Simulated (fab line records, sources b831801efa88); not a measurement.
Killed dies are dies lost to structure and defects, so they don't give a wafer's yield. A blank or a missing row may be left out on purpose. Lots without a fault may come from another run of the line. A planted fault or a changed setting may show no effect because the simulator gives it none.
fab line records | flow gf180mcu | part 1 of 2: steps 1 to 22 of 32
record lots=5 wafers=15 last_day=33
route steps=602 shown HV_LDD@185
lots that met no fault: from a run of the same line without faults
start_h: hours from the record's first day to the start of the lot's first wafer shown | wait_h: hours since the lot's step before | " the same as in the row above | L1.1+2: a row that stands for several wafers | - no value, or no start given | * or withheld: withheld | < > ~ a bound
route shown NAME@n: a module of which the file shows steps, and the number in the route of the first | usual: mean/standard deviation of fault-free wafers | same: alike in all rows | chamber/n: place in a boat | sites: the reading at each site | _std_site: their standard deviation | _edge_site: outer sites' mean less inner sites' | radius_mm: how far each site lies from the wafer's centre | mask NAME#n: copy n | behind: the tool/chamber that last shaped the wafer | hold: why the lot was held/for how many hours/how that ended | device: the transistor (n, p or np) that didn't switch | end of line: the same wafers' tests at the end of the route | a step without rows: its recipe alone | killed: dies lost to structure and defects at the first sort, not the wafer's yield | map: a wafer's dies, x killed, . not, _ none there
set.NAME: the setting as run; set.NAME@STEP: as run at that earlier step | model.NAME: the simulator's own value behind a step, which no gauge read
lots at some steps of the route; a table a step, a row a wafer
services: from which hour (start_h, from the record's first day; less than 0 if before it) a tool's chamber was out of use, for how many hours, and why
## steps
# step GF_HV_LDD_IMPLANT_09
# recipe species=As energy_kev=39.4 dose_cm2=1e+14 tilt_deg=7
# usual beam_on_s=9.97/0.2
# columns lot.wafer tool chamber start_h wait_h beam_on_s
L075.4 implanter-02 0 225.39 0.1 9.99
L075.5 " 0 " " 9.47
L075.6 " 0 " " 10.21
L082.2 implanter-04 0 286.29 0.0 10.10
L082.4 " 0 " " 9.73
L082.6 " 0 " " 9.61
L086.1 implanter-04 0 310.93 0.0 10.07
L086.4 " 0 " " 10.04
L086.5 " 0 " " 9.88
L087.1 implanter-03 0 317.43 0.0 9.91
L087.4 " 0 " " 9.85
L087.5 " 0 " " 9.88
L088.4 implanter-04 0 325.81 0.1 10.13
L088.5 " 0 " " 9.98
L088.6 " 0 " " 9.83
# step GF_HV_LDD_STRIP_10
# recipe chemistry=O2/N2 power_w=1400 pressure_mtorr=1500 platen_temp_c=250 o2_flow_sccm=3000 n2_flow_sccm=300 overash_fraction=0.5
# usual drypump_motor_current_A=5.8/0.49 heater_power_w=328/27 n2_flow_sccm=300.0/0.91 o2_flow_sccm=3000/8.8 oes_product_au=0.716/0.0044 platen_temp_c=249.98/0.15 strip_time_to_endpoint_s=12.63/0.033
# columns lot.wafer tool chamber start_h wait_h drypump_motor_current_A heater_power_w n2_flow_sccm o2_flow_sccm oes_product_au platen_temp_c rf_hours_counter_h strip_time_to_endpoint_s
L075.4 plasma_asher-03 1 225.50 0.1 5.7 303 298.7 3009 0.717 249.93 - 12.64
L075.5 " 1 " " 5.7 300 300.3 3000 0.712 249.74 - 12.61
L075.6 " 0 " " 5.3 296 300.0 3007 0.712 249.95 - 12.62
L082.2 plasma_asher-04 1 286.42 0.1 6.4 397 299.3 3001 0.704 249.79 65 12.57
L082.4 " 1 " " 6.4 391 299.4 2999 0.719 249.82 - 12.63
L082.6 " 1 " " 6.5 394 300.0 2999 0.719 250.02 - 12.57
L086.1 plasma_asher-03 0 311.08 0.1 5.2 302 299.9 3003 0.716 250.14 21 12.61
L086.4 " 0 " " 5.2 305 299.7 2994 0.713 250.07 - 12.61
L086.5 " 0 " " 5.2 303 299.2 2979 0.711 250.09 - 12.64
L087.1 plasma_asher-02 1 317.58 0.1 6.5 323 298.1 3012 0.724 250.09 64 12.65
L087.4 " 1 " " 6.4 331 298.9 3000 0.714 250.20 - 12.58
L087.5 " 1 " " 6.4 318 299.7 2997 0.725 250.15 - 12.62
L088.4 plasma_asher-02 0 325.91 0.1 5.6 341 298.7 3004 0.715 249.84 - 12.65
L088.5 " 1 " " 6.4 320 299.4 3010 0.710 249.91 - 12.70
L088.6 " 0 " " 5.6 336 299.0 3007 0.712 249.87 - 12.70
# step GF_HV_LDD_TW_MEAS_11
# usual HV_LDD_TW=2401/12
# columns lot.wafer tool chamber start_h wait_h HV_LDD_TW
L075.4 film_metro-02 - 225.60 0.1 2413
L075.5 " - " " 2424
L075.6 " - " " 2421
L082.2 film_metro-04 - 286.53 0.1 2404
L082.4 " - " " 2406
L082.6 " - " " 2402
L086.1 film_metro-02 - 311.18 0.1 2391
L086.4 " - " " 2392
L086.5 " - " " 2394
L087.1 film_metro-02 - 317.68 0.1 2402
L087.4 " - " " 2394
L087.5 " - " " 2394
L088.4 film_metro-01 - 326.01 0.1 2387
L088.5 " - " " 2377
L088.6 " - " " 2391
# step GF_HV_LDD_DEHYDRATE_12
# recipe temp_c=200 time_s=60
# usual exhaust_pa=44.9/0.82 heater_power_total_W=160.38/0.13
# columns lot.wafer tool chamber start_h wait_h exhaust_pa heater_power_total_W
L075.4 litho_track-03 0 234.39 8.8 45.1 160.58
L075.5 " 0 " " 45.7 160.39
L075.6 " 0 " " 45.5 160.56
L082.2 litho_track-01 0 295.50 9.0 46.4 160.36
L082.4 " 0 " " 44.8 160.18
L082.6 " 0 " " 44.5 160.31
L086.1 litho_track-02 0 320.80 9.6 44.3 160.42
L086.4 " 0 " " 45.3 160.25
L086.5 " 0 " " 44.5 160.53
L087.1 litho_track-03 0 327.11 9.4 44.9 160.56
L087.4 " 0 " " 44.6 160.26
L087.5 " 0 " " 45.8 160.25
L088.4 litho_track-01 0 336.60 10.6 43.3 160.55
L088.5 " 0 " " 42.7 160.59
L088.6 " 0 " " 45.0 160.22
# step GF_HV_LDD_HMDS_13
# recipe prime_time_s=60 prime_temp_c=120
# usual exhaust_pa=45.1/0.78
# columns lot.wafer tool chamber start_h wait_h exhaust_pa
L075.4 litho_track-03 0 234.54 0.1 44.4
L075.5 " 0 " " 43.4
L075.6 " 0 " " 43.8
L082.2 litho_track-01 0 295.65 0.1 45.6
L082.4 " 0 " " 45.1
L082.6 " 0 " " 45.1
L086.1 litho_track-02 0 320.95 0.1 45.1
L086.4 " 0 " " 46.2
L086.5 " 0 " " 44.6
L087.1 litho_track-03 0 327.26 0.1 44.1
L087.4 " 0 " " 44.1
L087.5 " 0 " " 45.3
L088.4 litho_track-01 0 336.75 0.1 44.9
L088.5 " 0 " " 46.6
L088.6 " 0 " " 44.7
# step GF_HV_LDD_COAT_14
# recipe resist=NOVOLAK spin_rpm=3000 resist_thk_nm=1000
# usual exhaust_pa=44.9/0.81
# columns lot.wafer tool chamber start_h wait_h exhaust_pa
L075.4 litho_track-03 0 234.69 0.1 46.2
L075.5 " 0 " " 46.0
L075.6 " 0 " " 45.7
L082.2 litho_track-01 0 295.80 0.1 44.1
L082.4 " 0 " " 45.8
L082.6 " 0 " " 44.7
L086.1 litho_track-02 0 321.10 0.1 46.1
L086.4 " 0 " " 44.3
L086.5 " 0 " " 45.3
L087.1 litho_track-03 0 327.41 0.1 43.0
L087.4 " 0 " " 44.9
L087.5 " 0 " " 44.3
L088.4 litho_track-01 0 336.90 0.1 45.2
L088.5 " 0 " " 45.2
L088.6 " 0 " " 46.1
# step GF_HV_LDD_SOFTBAKE_15
# recipe temp_c=90 time_s=60 resist=NOVOLAK
# usual exhaust_pa=45.1/0.97 heater_power_total_W=56.59/0.044
# columns lot.wafer tool chamber start_h wait_h exhaust_pa heater_power_total_W
L075.4 litho_track-03 0 234.84 0.1 44.7 56.60
L075.5 " 0 " " 45.3 56.60
L075.6 " 0 " " 43.3 56.61
L082.2 litho_track-01 0 295.95 0.1 44.4 56.52
L082.4 " 0 " " 44.3 56.49
L082.6 " 0 " " 45.1 56.64
L086.1 litho_track-02 0 321.25 0.1 44.2 56.61
L086.4 " 0 " " 45.0 56.63
L086.5 " 0 " " 45.6 56.53
L087.1 litho_track-03 0 327.56 0.1 43.6 56.56
L087.4 " 0 " " 42.9 56.60
L087.5 " 0 " " 43.6 56.58
L088.4 litho_track-01 0 337.05 0.1 45.2 56.52
L088.5 " 0 " " 43.8 56.60
L088.6 " 0 " " 43.9 56.59
# step GF_HV_LDD_EXPOSE_16
# recipe mask_id=Pplus_LV_AREA target_cd_nm=400 na=0.6 source_shape=conventional sigma_outer=0.6 dose_mj=140
# usual focus_offset_nm=0.0/0.5
# columns lot.wafer tool chamber start_h wait_h mask focus_offset_nm
L075.4 iline_stepper-01 0 - - Pplus_LV_AREA#0 -0.1
L075.5 " 0 " " Pplus_LV_AREA#0 0.5
L075.6 " 0 " " Pplus_LV_AREA#0 0.1
L082.2 iline_stepper-02 0 - - Pplus_LV_AREA#0 0.9
L082.4 " 0 " " Pplus_LV_AREA#0 0.2
L082.6 " 0 " " Pplus_LV_AREA#0 1.1
L086.1 iline_stepper-01 0 - - Pplus_LV_AREA#0 0.6
L086.4 " 0 " " Pplus_LV_AREA#0 -0.1
L086.5 " 0 " " Pplus_LV_AREA#0 -0.1
L087.1 iline_stepper-01 0 - - Pplus_LV_AREA#0 -0.6
L087.4 " 0 " " Pplus_LV_AREA#0 -0.3
L087.5 " 0 " " Pplus_LV_AREA#0 0.2
L088.4 iline_stepper-01 0 - - Pplus_LV_AREA#0 0.7
L088.5 " 0 " " Pplus_LV_AREA#0 -0.3
L088.6 " 0 " " Pplus_LV_AREA#0 0.0
# step GF_HV_LDD_PEB_17
# recipe temp_c=withheld time_s=* resist=NOVOLAK
# usual exhaust_pa=44.9/0.79
# columns lot.wafer tool chamber start_h wait_h exhaust_pa
L075.4 litho_track-03 0 - - 46.2
L075.5 " 0 " " 46.4
L075.6 " 0 " " 45.0
L082.2 litho_track-03 0 - - 44.8
L082.4 " 0 " " 44.1
L082.6 " 0 " " 45.1
L086.1 litho_track-03 0 - - 44.9
L086.4 " 0 " " 46.4
L086.5 " 0 " " 45.9
L087.1 litho_track-03 0 - - 44.0
L087.4 " 0 " " 45.1
L087.5 " 0 " " 44.6
L088.4 litho_track-02 0 - - 44.9
L088.5 " 0 " " 44.3
L088.6 " 0 " " 45.5
# step GF_HV_LDD_DEVELOP_18
# recipe develop_time_s=60 dev_temp_c=23
# usual exhaust_pa=45.0/0.88
# columns lot.wafer tool chamber start_h wait_h exhaust_pa
L075.4 litho_track-03 0 244.04 0.1 45.3
L075.5 " 0 " " 45.2
L075.6 " 0 " " 44.8
L082.2 litho_track-03 0 306.14 0.1 44.5
L082.4 " 0 " " 44.6
L082.6 " 0 " " 44.8
L086.1 litho_track-03 0 331.61 0.1 45.2
L086.4 " 0 " " 45.9
L086.5 " 0 " " 45.4
L087.1 litho_track-03 0 338.56 0.1 44.5
L087.4 " 0 " " 45.2
L087.5 " 0 " " 45.0
L088.4 litho_track-02 0 346.77 0.1 43.7
L088.5 " 0 " " 45.0
L088.6 " 0 " " 44.9
# step GF_HV_LDD_CD_MEAS_19
# recipe target_cd_nm=400
# usual cd_nm=400.8/2.7
# columns lot.wafer tool chamber start_h wait_h cd_nm
L075.4 cd_sem-02 - 244.17 0.1 399.0
L075.5 " - " " 398.4
L075.6 " - " " 400.7
L082.2 cd_sem-01 - 306.28 0.1 405.9
L082.4 " - " " 405.0
L082.6 " - " " 404.9
L086.1 cd_sem-02 - 331.76 0.1 401.6
L086.4 " - " " 402.1
L086.5 " - " " 402.1
L087.1 cd_sem-02 - 338.71 0.1 401.6
L087.4 " - " " 401.1
L087.5 " - " " 400.6
L088.4 cd_sem-02 - 346.91 0.1 401.9
L088.5 " - " " 402.5
L088.6 " - " " 403.5
# step GF_HV_LDD_OVL_MEAS_20
# usual HV_LDD_01_OVL=0.5/1.3
# columns lot.wafer tool chamber start_h wait_h HV_LDD_01_OVL[nm]
L075.4 overlay-01 - 244.25 0.1 2.2
L075.5 " - " " 1.2
L075.6 " - " " 1.6
L082.2 overlay-01 - 306.39 0.1 0.6
L082.4 " - " " 1.5
L082.6 " - " " -1.5
L086.1 overlay-02 - 331.88 0.1 -0.6
L086.4 " - " " -1.9
L086.5 " - " " -0.4
L087.1 overlay-02 - 338.83 0.1 1.4
L087.4 " - " " -0.3
L087.5 " - " " 0.4
L088.4 overlay-02 - 346.99 0.1 0.5
L088.5 " - " " 1.9
L088.6 " - " " 0.2
# step GF_HV_LDD_IMPLANT_21
# recipe species=BF2 energy_kev=25 dose_cm2=5e+13 tilt_deg=7
# usual beam_on_s=9.98/0.18
# columns lot.wafer tool chamber start_h wait_h beam_on_s
L075.4 implanter-02 0 244.34 0.1 9.75
L075.5 " 0 " " 9.87
L075.6 " 0 " " 9.66
L082.2 implanter-04 0 306.44 0.0 9.85
L082.4 " 0 " " 10.11
L082.6 " 0 " " 9.95
L086.1 implanter-03 0 331.92 0.0 10.34
L086.4 " 0 " " 10.02
L086.5 " 0 " " 9.96
L087.1 implanter-03 0 338.87 0.0 10.23
L087.4 " 0 " " 10.14
L087.5 " 0 " " 10.00
L088.4 implanter-03 0 347.08 0.1 9.67
L088.5 " 0 " " 9.72
L088.6 " 0 " " 9.90
# step GF_HV_LDD_STRIP_22
# recipe chemistry=O2/N2 power_w=1400 pressure_mtorr=1500 platen_temp_c=250 o2_flow_sccm=3000 n2_flow_sccm=300 overash_fraction=0.5
# usual drypump_motor_current_A=5.8/0.51 heater_power_w=336/30 n2_flow_sccm=300.0/0.85 o2_flow_sccm=3000/9.1 oes_product_au=0.716/0.0044 platen_temp_c=250.03/0.18 strip_time_to_endpoint_s=12.63/0.042
# columns lot.wafer tool chamber start_h wait_h drypump_motor_current_A heater_power_w n2_flow_sccm o2_flow_sccm oes_product_au platen_temp_c rf_hours_counter_h strip_time_to_endpoint_s
L075.4 plasma_asher-03 0 244.45 0.1 5.2 302 301.9 3006 0.717 250.12 - 12.69
L075.5 " 0 " " 5.2 295 300.2 3002 0.717 250.22 - 12.69
L075.6 " 1 " " 5.7 311 300.6 2985 0.712 250.27 - 12.70
L082.2 plasma_asher-03 1 306.57 0.1 5.7 309 300.4 3017 0.717 249.83 20 12.62
L082.4 " 1 " " 5.7 315 299.5 3016 0.715 249.94 - 12.59
L082.6 " 1 " " 5.7 313 300.6 3021 0.715 250.03 - 12.61
L086.1 plasma_asher-02 0 332.07 0.1 5.6 343 299.1 2997 0.716 249.87 66 12.60
L086.4 " 1 " " 6.4 313 299.9 2998 0.714 250.06 - 12.60
L086.5 " 0 " " 5.6 341 299.5 2984 0.716 249.69 - 12.61
L087.1 plasma_asher-04 0 339.02 0.1 5.2 352 300.0 3014 0.716 249.97 71 12.66
L087.4 " 0 " " 5.2 347 299.7 3012 0.706 249.70 - 12.70
L087.5 " 1 " " 6.5 391 298.2 3003 0.722 249.72 - 12.66
L088.4 plasma_asher-04 1 347.19 0.1 6.5 394 299.5 3002 0.717 249.98 - 12.60
L088.5 " 0 " " 5.2 343 301.3 3003 0.725 249.99 - 12.67
L088.6 " 1 " " 6.5 401 300.0 2997 0.716 250.07 - 12.64
# step GF_HV_LDD_TW_MEAS_23
# usual HV_LDD_2_TW=1054/4.7
# columns lot.wafer tool chamber start_h wait_h HV_LDD_2_TW
L075.4 film_metro-02 - 244.55 0.1 1061
L075.5 " - " " 1057
L075.6 " - " " 1061
L082.2 film_metro-01 - 306.68 0.1 1051
L082.4 " - " " 1059
L082.6 " - " " 1057
L086.1 film_metro-04 - 332.17 0.1 1052
L086.4 " - " " 1059
L086.5 " - " " 1055
L087.1 film_metro-04 - 339.12 0.1 1054
L087.4 " - " " 1055
L087.5 " - " " 1054
L088.4 film_metro-02 - 347.29 0.1 1058
L088.5 " - " " 1061
L088.6 " - " " 1061
# step GF_HV_LDD_DEHYDRATE_24
# recipe temp_c=200 time_s=60
# usual exhaust_pa=45.0/0.85 heater_power_total_W=160.39/0.12
# columns lot.wafer tool chamber start_h wait_h exhaust_pa heater_power_total_W
L075.4 litho_track-01 0 253.60 9.0 44.8 160.40
L075.5 " 0 " " 45.9 160.43
L075.6 " 0 " " 45.1 160.35
L082.2 litho_track-03 0 316.49 9.8 44.5 160.30
L082.4 " 0 " " 46.1 160.23
L082.6 " 0 " " 45.4 160.14
L086.1 litho_track-02 0 342.75 10.6 45.9 160.59
L086.4 " 0 " " 44.4 160.37
L086.5 " 0 " " 45.8 160.37
L087.1 litho_track-02 0 348.40 9.3 44.1 160.53
L087.4 " 0 " " 44.7 160.33
L087.5 " 0 " " 44.9 160.21
L088.4 litho_track-02 0 358.62 11.3 45.3 160.33
L088.5 " 0 " " 46.0 160.19
L088.6 " 0 " " 44.8 160.43
# step GF_HV_LDD_HMDS_25
# recipe prime_time_s=60 prime_temp_c=120
# usual exhaust_pa=45.0/0.92
# columns lot.wafer tool chamber start_h wait_h exhaust_pa
L075.4 litho_track-01 0 253.75 0.1 45.3
L075.5 " 0 " " 45.0
L075.6 " 0 " " 44.4
L082.2 litho_track-03 0 316.64 0.1 46.3
L082.4 " 0 " " 44.5
L082.6 " 0 " " 45.2
L086.1 litho_track-02 0 342.90 0.1 44.3
L086.4 " 0 " " 45.6
L086.5 " 0 " " 45.6
L087.1 litho_track-02 0 348.55 0.1 45.3
L087.4 " 0 " " 46.1
L087.5 " 0 " " 46.3
L088.4 litho_track-02 0 358.77 0.1 45.4
L088.5 " 0 " " 43.9
L088.6 " 0 " " 44.8
# step GF_HV_LDD_COAT_26
# recipe resist=NOVOLAK spin_rpm=3000 resist_thk_nm=1000
# usual exhaust_pa=45.2/0.97
# columns lot.wafer tool chamber start_h wait_h exhaust_pa
L075.4 litho_track-01 0 253.90 0.1 46.3
L075.5 " 0 " " 47.0
L075.6 " 0 " " 47.0
L082.2 litho_track-03 0 316.79 0.1 45.7
L082.4 " 0 " " 45.8
L082.6 " 0 " " 46.6
L086.1 litho_track-02 0 343.05 0.1 44.5
L086.4 " 0 " " 45.8
L086.5 " 0 " " 45.3
L087.1 litho_track-02 0 348.70 0.1 43.5
L087.4 " 0 " " 45.8
L087.5 " 0 " " 44.5
L088.4 litho_track-02 0 358.92 0.1 45.2
L088.5 " 0 " " 45.0
L088.6 " 0 " " 46.2
# step GF_HV_LDD_SOFTBAKE_27
# recipe temp_c=90 time_s=60 resist=NOVOLAK
# usual exhaust_pa=45.0/0.97 heater_power_total_W=56.60/0.041
# columns lot.wafer tool chamber start_h wait_h exhaust_pa heater_power_total_W
L075.4 litho_track-01 0 254.05 0.1 45.0 56.65
L075.5 " 0 " " 44.4 56.64
L075.6 " 0 " " 44.3 56.55
L082.2 litho_track-03 0 316.94 0.1 44.0 56.64
L082.4 " 0 " " 43.6 56.61
L082.6 " 0 " " 44.4 56.53
L086.1 litho_track-02 0 343.20 0.1 46.4 56.62
L086.4 " 0 " " 44.6 56.64
L086.5 " 0 " " 46.2 56.60
L087.1 litho_track-02 0 348.85 0.1 43.6 56.62
L087.4 " 0 " " 44.7 56.52
L087.5 " 0 " " 46.0 56.64
L088.4 litho_track-02 0 359.07 0.1 46.4 56.51
L088.5 " 0 " " 45.3 56.58
L088.6 " 0 " " 44.3 56.53
# step GF_HV_LDD_EXPOSE_28
# recipe mask_id=Nplus_HV_AREA target_cd_nm=400 na=0.6 source_shape=conventional sigma_outer=0.6 dose_mj=140
# usual focus_offset_nm=0.0/0.56
# columns lot.wafer tool chamber start_h wait_h mask focus_offset_nm
L075.4 iline_stepper-01 0 - - Nplus_HV_AREA#0 -0.1
L075.5 " 0 " " Nplus_HV_AREA#0 0.0
L075.6 " 0 " " Nplus_HV_AREA#0 1.1
L082.2 iline_stepper-01 0 - - Nplus_HV_AREA#0 0.3
L082.4 " 0 " " Nplus_HV_AREA#0 -0.4
L082.6 " 0 " " Nplus_HV_AREA#0 -0.5
L086.1 iline_stepper-02 0 - - Nplus_HV_AREA#0 0.4
L086.4 " 0 " " Nplus_HV_AREA#0 -0.6
L086.5 " 0 " " Nplus_HV_AREA#0 0.1
L087.1 iline_stepper-01 0 - - Nplus_HV_AREA#0 -0.8
L087.4 " 0 " " Nplus_HV_AREA#0 -0.4
L087.5 " 0 " " Nplus_HV_AREA#0 -0.4
L088.4 iline_stepper-02 0 - - Nplus_HV_AREA#0 -0.3
L088.5 " 0 " " Nplus_HV_AREA#0 0.3
L088.6 " 0 " " Nplus_HV_AREA#0 0.6
# step GF_HV_LDD_PEB_29
# recipe temp_c=withheld time_s=* resist=NOVOLAK
# usual exhaust_pa=44.9/0.86
# columns lot.wafer tool chamber start_h wait_h exhaust_pa
L075.4 litho_track-03 0 - - 45.0
L075.5 " 0 " " 43.9
L075.6 " 0 " " 44.2
L082.2 litho_track-03 0 - - 44.7
L082.4 " 0 " " 44.1
L082.6 " 0 " " 45.6
L086.1 litho_track-01 0 - - 44.2
L086.4 " 0 " " 44.0
L086.5 " 0 " " 44.6
L087.1 litho_track-03 0 - - 44.4
L087.4 " 0 " " 45.6
L087.5 " 0 " " 46.2
L088.4 litho_track-01 0 - - 44.6
L088.5 " 0 " " 43.4
L088.6 " 0 " " 44.5
# step GF_HV_LDD_DEVELOP_30
# recipe develop_time_s=60 dev_temp_c=23
# usual exhaust_pa=45.2/0.92
# columns lot.wafer tool chamber start_h wait_h exhaust_pa
L075.4 litho_track-03 0 263.49 0.1 45.1
L075.5 " 0 " " 46.2
L075.6 " 0 " " 44.5
L082.2 litho_track-03 0 326.39 0.1 45.9
L082.4 " 0 " " 44.4
L082.6 " 0 " " 44.1
L086.1 litho_track-01 0 353.43 0.1 44.5
L086.4 " 0 " " 44.3
L086.5 " 0 " " 44.3
L087.1 litho_track-03 0 360.36 0.1 43.5
L087.4 " 0 " " 44.8
L087.5 " 0 " " 44.3
L088.4 litho_track-01 0 369.70 0.1 43.7
L088.5 " 0 " " 46.2
L088.6 " 0 " " 45.6
